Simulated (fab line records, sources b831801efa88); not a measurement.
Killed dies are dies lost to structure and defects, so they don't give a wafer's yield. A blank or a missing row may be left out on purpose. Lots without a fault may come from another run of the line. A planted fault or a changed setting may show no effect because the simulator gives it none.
Which tool did it? | flow sky130 | 12 lots, 36 wafers sampled, at 5 steps of a route of 708

WHAT THE GAUGES READ, wafer by wafer
SKY_SONOS_ONO_THK_MEAS_03.
lot  | measured     | on            | SONOS_ONO_CVD_02_THK (nm)
L399 | day 12 01:28 | film_metro-04 | 10.34 10.46 10.38
L401 | day 12 19:52 | film_metro-02 | 10.36 10.40 10.52
L402 | day 12 22:41 | film_metro-04 | 10.35 10.50 10.32
L403 | day 13 08:40 | film_metro-03 | 10.24 10.46 10.44
L406 | day 14 05:48 | film_metro-04 | 10.70 10.51 10.59
L411 | day 15 21:06 | film_metro-02 | 10.52 10.65 10.47
L412 | day 16 04:34 | film_metro-02 | 10.67 10.68 10.57
L414 | day 16 22:12 | film_metro-02 | 10.61 10.40 10.48
L415 | day 17 06:11 | film_metro-04 | 10.76 10.72 10.87
L416 | day 17 19:47 | film_metro-02 | 10.79 10.86 10.81
L418 | day 18 03:17 | film_metro-02 | 10.57 10.45 10.69
L419 | day 18 19:33 | film_metro-03 | 10.66 10.56 10.54

SKY_POLY_GATE_THK_MEAS_01.
lot  | measured     | on            | POLY_GATE_CVD_00_THK (nm)
L399 | day 14 12:37 | film_metro-03 | 176.5 178.8 177.6
L401 | day 15 10:35 | film_metro-03 | 179.0 179.2 178.1
L402 | day 15 14:04 | film_metro-02 | 180.6 181.4 181.9
L403 | day 15 23:31 | film_metro-03 | 180.5 179.1 180.4
L406 | day 16 19:46 | film_metro-03 | 178.1 177.0 176.8
L411 | day 18 16:53 | film_metro-03 | 181.5 181.1 182.2
L412 | day 19 02:23 | film_metro-02 | 180.6 180.1 182.1
L414 | day 19 18:20 | film_metro-03 | 176.4 176.9 177.1
L415 | day 20 04:11 | film_metro-02 | 180.0 178.9 178.8
L416 | day 20 16:13 | film_metro-02 | 180.3 180.6 180.9
L418 | day 21 01:11 | film_metro-02 | 178.9 180.3 181.5
L419 | day 21 16:19 | film_metro-03 | 180.0 179.2 179.7

SKY_LDD_HVN_TW_MEAS_10.
lot  | measured     | on            | LDD_HVN_TW
L399 | day 20 23:16 | film_metro-02 | 1442 1438 1443
L401 | day 22 02:06 | film_metro-02 | 2840 2820 2823
L402 | day 22 05:02 | film_metro-02 | 1441 1440 1450
L403 | day 22 15:30 | film_metro-03 | 2771 2766 2753
L406 | day 23 11:10 | film_metro-02 | 2843 2845 2844
L411 | day 25 08:54 | film_metro-01 | 1441 1448 1446
L412 | day 25 17:01 | film_metro-01 | 1451 1447 1441
L414 | day 26 07:51 | film_metro-02 | 1441 1434 1444
L415 | day 26 17:12 | film_metro-01 | 1433 1438 1438
L416 | day 27 04:18 | film_metro-01 | 1428 1433 1439
L418 | day 27 11:52 | film_metro-01 | 1438 1436 1440
L419 | day 28 09:25 | film_metro-01 | 1434 1441 1445

WHICH TOOL RAN EACH LOT (tool, then ch and the chambers of the sampled wafers, then the start)
lot  | SKY_LDD_P_STRIP_10                   | SKY_LDD_HVN_IMPLANT_08
L399 | plasma_asher-04 ch 0,1, day 19 16:16 | implanter-01 ch 0, day 20 23:01
L401 | plasma_asher-01 ch 0,1, day 20 18:46 | implanter-01 ch 0, day 22 01:52
L402 | plasma_asher-02 ch 0,1, day 20 22:10 | implanter-03 ch 0, day 22 04:47
L403 | plasma_asher-01 ch 0,1, day 21 08:40 | implanter-01 ch 0, day 22 15:15
L406 | plasma_asher-04 ch 0,1, day 22 04:14 | implanter-01 ch 0, day 23 10:56
L411 | plasma_asher-02 ch 0,1, day 24 02:50 | implanter-02 ch 0, day 25 08:40
L412 | plasma_asher-04 ch 0,1, day 24 11:04 | implanter-01 ch 0, day 25 16:48
L414 | plasma_asher-01 ch 0,1, day 25 01:16 | implanter-01 ch 0, day 26 07:36
L415 | plasma_asher-04 ch 0,1, day 25 11:29 | implanter-03 ch 0, day 26 16:58
L416 | plasma_asher-01 ch 0,1, day 25 23:11 | implanter-03 ch 0, day 27 04:03
L418 | plasma_asher-02 ch 0,1, day 26 06:25 | implanter-02 ch 0, day 27 11:37
L419 | plasma_asher-04 ch 0,1, day 27 03:34 | implanter-03 ch 0, day 28 09:13
- SKY_LDD_P_STRIP_10: strips in O2/N2.
- SKY_LDD_HVN_IMPLANT_08

WHAT THE TOOLS THEMSELVES READ (means of the sampled wafers that have a number; where no wafer has one, the mark that the record gives instead)
SKY_LDD_P_STRIP_10.
lot  | tool            | chamber_pressure_mTorr (mTorr) | drypump_motor_current_A (A) | oes_product_au (a.u.) | strip_time_to_endpoint_s (s)
L399 | plasma_asher-04 | 1498.6                         | 5.7                         | 0.715                 | 14.23
L401 | plasma_asher-01 | 1498.1                         | 5.7                         | 0.713                 | 14.12
L402 | plasma_asher-02 | 1500.3                         | 5.3                         | 0.713                 | 14.23
L403 | plasma_asher-01 | 1499.4                         | 5.7                         | 0.714                 | 14.14
L406 | plasma_asher-04 | 1500.1                         | 5.7                         | 0.713                 | 14.18
L411 | plasma_asher-02 | 1500.1                         | 5.6                         | 0.716                 | 14.21
L412 | plasma_asher-04 | 1499.1                         | 5.7                         | 0.714                 | 14.19
L414 | plasma_asher-01 | 1499.7                         | 5.6                         | 0.716                 | 14.19
L415 | plasma_asher-04 | 1500.6                         | 5.7                         | 0.716                 | 14.21
L416 | plasma_asher-01 | 1499.2                         | 5.7                         | 0.710                 | 14.21
L418 | plasma_asher-02 | 1500.5                         | 5.6                         | 0.714                 | 14.13
L419 | plasma_asher-04 | 1501.4                         | 5.7                         | 0.716                 | 14.16

SKY_LDD_HVN_IMPLANT_08.
lot  | tool         | beam_on_s (s) | dose_ions_cm2 | end_station_pressure_torr (Torr) | faraday_current_uA
L399 | implanter-01 | 9.90          | 3e+13         | 4.79e-06                         | 171
L401 | implanter-01 | 11.68         | 3e+14         | 5.97e-06                         | 1290
L402 | implanter-03 | 10.07         | 3e+13         | 4.99e-06                         | 168
L403 | implanter-01 | 11.66         | 3e+14         | 5.96e-06                         | 1297
L406 | implanter-01 | 11.73         | 3e+14         | 5.98e-06                         | 1292
L411 | implanter-02 | 10.09         | 3e+13         | 5.07e-06                         | 167
L412 | implanter-01 | 10.07         | 3e+13         | 4.84e-06                         | 168
L414 | implanter-01 | 10.28         | 3e+13         | 4.96e-06                         | 165
L415 | implanter-03 | 10.09         | 3e+13         | 4.91e-06                         | 167
L416 | implanter-03 | 10.01         | 3e+13         | 5.15e-06                         | 169
L418 | implanter-02 | 9.96          | 3e+13         | 5.03e-06                         | 169
L419 | implanter-03 | 9.99          | 3e+13         | 5.20e-06                         | 169

THE ANSWER, worked out from the rows above alone
Rule: what is usual is taken from the lots themselves. Put in order of their means at a reading, lots are off if they are a third of the lots or fewer, leave a main group of 4 or more, and stand apart from it by a gap of 3 or more times the standard deviation of the main group's means; of several such gaps the widest counts. A main group whose means are all the same, to the digits that the tables above print for the reading, isn't used. A lot without any number at a reading at which 4 lots or more have one is off too. The other lots that the step has rows for count as sound. The gauges are gone through in route order, then the tools' own readings, and for those a lot's mean is taken as printed above. The first step at which some lot is off is used, and at that step the reading that is off furthest; a lot without a number counts as furthest.
Off: L401, L403, L406, at SKY_LDD_HVN_TW_MEAS_10 (LDD_HVN_TW). The main group: mean 1440, standard deviation 3.9.
A tool fits if, at a process step before that reading, it ran every lot that is off, and no sound lot after the first of them. The gauges at SKY_LDD_HVN_TW_MEAS_10 aren't tried: what is off there is off at SKY_LDD_HVN_IMPLANT_08 too, on other tools, and a gauge's error can't cause that. None of those tried fits.

WHAT THE SIMULATOR HAD PUT IN
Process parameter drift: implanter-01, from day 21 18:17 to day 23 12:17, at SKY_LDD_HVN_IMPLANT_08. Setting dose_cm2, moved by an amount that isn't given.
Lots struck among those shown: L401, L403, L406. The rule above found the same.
